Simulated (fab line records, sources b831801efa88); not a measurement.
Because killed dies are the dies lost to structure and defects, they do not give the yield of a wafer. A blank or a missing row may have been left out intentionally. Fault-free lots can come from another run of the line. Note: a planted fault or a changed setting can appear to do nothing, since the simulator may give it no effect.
Which tool is to blame? / flow sky130 / 18 wafers sampled from 6 lots at 1 step of a route of 708

## WHAT EACH GAUGE READ, for each wafer
SKY_METAL1_OVL_MEAS_16.
lot=L328; measured=day 33 08:47; on=overlay-02; METAL1_OVL (nm)=-1 1 -2
lot=L333; measured=day 35 11:17; on=overlay-01; METAL1_OVL (nm)=5 6 1
lot=L337; measured=day 36 12:19; on=overlay-01; METAL1_OVL (nm)=-3 -10 -1
lot=L341; measured=day 37 14:34; on=overlay-01; METAL1_OVL (nm)=-4 -7 0
lot=L346; measured=day 39 03:12; on=overlay-01; METAL1_OVL (nm)=3 4 2
lot=L350; measured=day 40 08:07; on=overlay-01; METAL1_OVL (nm)=-2 -1 1

## EACH LOT AND THE TOOL THAT RAN IT (in order: tool; ch and the chambers of the sampled wafers; start)
The record shows no process step preceding these readings.

## THE ANSWER, worked out from the rows above alone
Rule: the lots themselves supply what counts as usual. Put in order of their means at a reading, lots are off if they are a third of the lots or fewer, leave a main group of 4 or more, and stand apart from it by a gap of 3 or more times the standard deviation of the main group's means; of several such gaps the widest counts. Not used: any main group whose means are identical at the precision the tables above print for the reading. A lot without any number at a reading at which 4 lots or more have one is off too. The other lots that the step has rows for count as sound.
No lot is off on any of the readings shown, so nothing can be concluded from this.

## WHAT HAD BEEN PUT IN BY THE SIMULATOR
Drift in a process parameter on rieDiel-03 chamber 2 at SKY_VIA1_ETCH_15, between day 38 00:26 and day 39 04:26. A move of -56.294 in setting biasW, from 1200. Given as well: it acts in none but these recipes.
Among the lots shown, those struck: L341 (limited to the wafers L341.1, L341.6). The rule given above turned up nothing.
